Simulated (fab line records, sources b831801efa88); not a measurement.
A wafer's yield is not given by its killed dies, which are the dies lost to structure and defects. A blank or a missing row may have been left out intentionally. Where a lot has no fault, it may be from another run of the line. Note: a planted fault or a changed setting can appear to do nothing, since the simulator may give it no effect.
The tool behind it: which one? | flow sky130 | 12 lots, 36 wafers sampled, at 5 steps of a route of 708

## WHAT THE GAUGES SHOWED, per wafer
SKY_VT_ADJUST_LVTN_TW_MEAS_10.
lot  | measured     | on            | VT_ADJUST_LVTN_TW
L778 | day 6 18:46  | film_metro-01 | 240.6 238.9 239.0
L779 | day 7 03:43  | film_metro-04 | 240.4 241.2 240.4
L782 | day 7 20:34  | film_metro-01 | 240.2 241.2 240.3
L783 | day 8 07:06  | film_metro-04 | 242.2 241.3 242.0
L787 | day 9 03:38  | film_metro-02 | 243.0 241.5 241.8
L789 | day 9 18:22  | film_metro-04 | 241.3 241.1 241.5
L790 | day 10 03:55 | film_metro-01 | 241.6 241.1 241.5
L791 | day 10 09:34 | film_metro-01 | 240.8 240.8 241.6
L796 | day 11 17:00 | film_metro-02 | 244.5 243.2 242.2
L797 | day 12 06:48 | film_metro-01 | 241.0 239.8 240.7
L798 | day 12 14:11 | film_metro-01 | 238.6 238.2 238.6
L801 | day 13 04:10 | film_metro-01 | 239.8 239.7 239.5

SKY_VT_ADJUST_PCH_OVL_MEAS_07.
lot  | measured     | on         | VT_ADJUST_PCH_OVL (nm)
L778 | day 10 04:50 | overlay-02 | 2.6 2.4 1.5
L779 | day 10 16:08 | overlay-01 | -1.7 -2.5 -1.9
L782 | day 11 10:49 | overlay-02 | -1.9 -1.2 -2.2
L783 | day 11 21:14 | overlay-01 | -4.5 -3.5 -0.5
L787 | day 12 21:26 | overlay-02 | -1.5 0.1 0.8
L789 | day 13 16:47 | overlay-01 | -2.0 0.2 -1.5
L790 | day 14 03:46 | overlay-02 | 0.9 0.6 1.8
L791 | day 14 10:26 | overlay-02 | -1.6 -2.2 -1.0
L796 | day 15 22:47 | overlay-02 | -1.2 -1.6 -0.9
L797 | day 16 15:32 | overlay-01 | -0.4 -2.4 -1.6
L798 | day 16 23:50 | overlay-01 | 0.5 -0.5 0.6
L801 | day 17 16:44 | overlay-02 | -1.9 -3.2 -0.7

SKY_GATE_OXIDE_TW_MEAS_14.
lot  | measured     | on            | GATE_OXIDE_TW
L778 | day 13 21:52 | film_metro-01 | 223.2 222.5 223.0
L779 | day 14 05:49 | film_metro-01 | 224.0 223.4 223.3
L782 | day 14 19:18 | film_metro-01 | 223.1 223.3 222.7
L783 | day 15 12:29 | film_metro-02 | 225.0 226.3 226.0
L787 | day 16 18:03 | film_metro-02 | 224.4 224.0 224.0
L789 | day 17 12:14 | film_metro-03 | 222.4 223.6 222.0
L790 | day 18 00:16 | film_metro-03 | 222.2 223.5 222.2
L791 | day 18 06:46 | film_metro-03 | 222.5 222.2 222.3
L796 | day 19 23:20 | film_metro-01 | 222.7 223.8 223.8
L797 | day 20 18:24 | film_metro-01 | 227.8 228.9 229.4
L798 | day 21 02:16 | film_metro-01 | 229.2 230.9 229.6
L801 | day 21 20:25 | film_metro-02 | 226.2 224.7 224.2

## TOOL THAT RAN EACH LOT (tool first, then ch and the chambers of the sampled wafers, then the start)
lot  | SKY_VT_ADJUST_HVTP_STRIP_10          | SKY_GATE_OXIDE_IMPLANT_11
L778 | plasma_asher-01 ch 0,1, day 6 00:25  | implanter-03 ch 0, day 13 21:29
L779 | plasma_asher-01 ch 0,1, day 6 09:11  | implanter-01 ch 0, day 14 05:29
L782 | plasma_asher-01 ch 0,1, day 7 01:03  | implanter-01 ch 0, day 14 18:57
L783 | plasma_asher-02 ch 0,1, day 7 10:56  | implanter-03 ch 0, day 15 12:08
L787 | plasma_asher-01 ch 0,1, day 8 06:38  | implanter-03 ch 0, day 16 17:41
L789 | plasma_asher-04 ch 0, day 8 20:34    | implanter-01 ch 0, day 17 11:54
L790 | plasma_asher-02 ch 0,1, day 9 06:15  | implanter-04 ch 0, day 17 23:49
L791 | plasma_asher-02 ch 0,1, day 9 11:41  | implanter-01 ch 0, day 18 06:25
L796 | plasma_asher-01 ch 0,1, day 10 18:05 | implanter-03 ch 0, day 19 22:58
L797 | plasma_asher-02 ch 0,1, day 11 07:38 | implanter-01 ch 0, day 20 18:04
L798 | plasma_asher-02 ch 0,1, day 11 14:11 | implanter-01 ch 0, day 21 01:57
L801 | plasma_asher-04 ch 0,1, day 12 03:39 | implanter-03 ch 0, day 21 20:04
- SKY_VT_ADJUST_HVTP_STRIP_10: strips in O2/N2.
- SKY_GATE_OXIDE_IMPLANT_11

## WHAT THE TOOLS THEMSELVES READ (means of the sampled wafers that have a number; where no wafer has one, the mark that the record gives instead)
SKY_VT_ADJUST_HVTP_STRIP_10.
lot  | tool            | chamber_pressure_mTorr (mTorr) | drypump_motor_current_A (A) | oes_product_au (a.u.) | strip_time_to_endpoint_s (s)
L778 | plasma_asher-01 | 1499.1                         | 5.6                         | 0.715                 | 14.22
L779 | plasma_asher-01 | 1499.2                         | 5.4                         | 0.715                 | 14.24
L782 | plasma_asher-01 | 1500.0                         | 5.4                         | 0.715                 | 14.16
L783 | plasma_asher-02 | 1499.3                         | 5.4                         | 0.720                 | 14.16
L787 | plasma_asher-01 | 1499.9                         | 5.6                         | 0.720                 | 14.16
L789 | plasma_asher-04 | 1501.3                         | 5.6                         | 0.714                 | 14.15
L790 | plasma_asher-02 | 1499.8                         | 5.9                         | 0.718                 | 14.19
L791 | plasma_asher-02 | 1499.9                         | 5.9                         | 0.713                 | 14.22
L796 | plasma_asher-01 | 1499.4                         | 5.6                         | 0.714                 | 14.22
L797 | plasma_asher-02 | 1499.5                         | 5.9                         | 0.713                 | 14.11
L798 | plasma_asher-02 | 1500.3                         | 5.9                         | 0.711                 | 14.20
L801 | plasma_asher-04 | 1499.9                         | 5.8                         | 0.716                 | 14.21

SKY_GATE_OXIDE_IMPLANT_11.
lot  | tool         | beam_energy_keV | dose_ions_cm2 | end_station_pressure_torr (Torr)
L778 | implanter-03 | 10.000          | 2.5984e+12    | 5e-06
L779 | implanter-01 | 10.003          | 2.6019e+12    | 5e-06
L782 | implanter-01 | 10.000          | 2.5978e+12    | 5e-06
L783 | implanter-03 | 10.000          | 2.6013e+12    | 5e-06
L787 | implanter-03 | 10.002          | 2.5986e+12    | 5e-06
L789 | implanter-01 | 10.003          | 2.5998e+12    | 5e-06
L790 | implanter-04 | 9.995           | 2.6006e+12    | 5e-06
L791 | implanter-01 | 9.997           | 2.6014e+12    | 5e-06
L796 | implanter-03 | 10.001          | 2.5980e+12    | 5e-06
L797 | implanter-01 | 11.538          | 2.5992e+12    | 5e-06
L798 | implanter-01 | 11.546          | 2.6006e+12    | 5e-06
L801 | implanter-03 | 9.999           | 2.6013e+12    | 5e-06

## THE ANSWER, worked out from the rows above alone
Rule: the usual values come from the lots themselves. Put in order of their means at a reading, lots are off if they are a third of the lots or fewer, leave a main group of 4 or more, and stand apart from it by a gap of 3 or more times the standard deviation of the main group's means; of several such gaps the widest counts. A main group is skipped when, at the precision printed for the reading in the tables above, its means are all equal. A lot without any number at a reading at which 4 lots or more have one is off too. The other lots that the step has rows for count as sound. The gauges are gone through in route order, then the tools' own readings, and for those a lot's mean is taken as printed above. The first step at which some lot is off is used, and at that step the reading that is off furthest; a lot without a number counts as furthest.
Off, at SKY_GATE_OXIDE_IMPLANT_11 on beam_energy_keV: L797, L798. For the main group the mean is 10.000 and the standard deviation 0.0024.
If a tool, at that step or one of the process steps before it, ran each lot that is off and ran no sound lot following the first of them, it fits. This does not decide it: 2 tools fit, namely plasma_asher-02 at SKY_VT_ADJUST_HVTP_STRIP_10 and implanter-01 at SKY_GATE_OXIDE_IMPLANT_11.

## WHAT WAS PUT IN BY THE SIMULATOR
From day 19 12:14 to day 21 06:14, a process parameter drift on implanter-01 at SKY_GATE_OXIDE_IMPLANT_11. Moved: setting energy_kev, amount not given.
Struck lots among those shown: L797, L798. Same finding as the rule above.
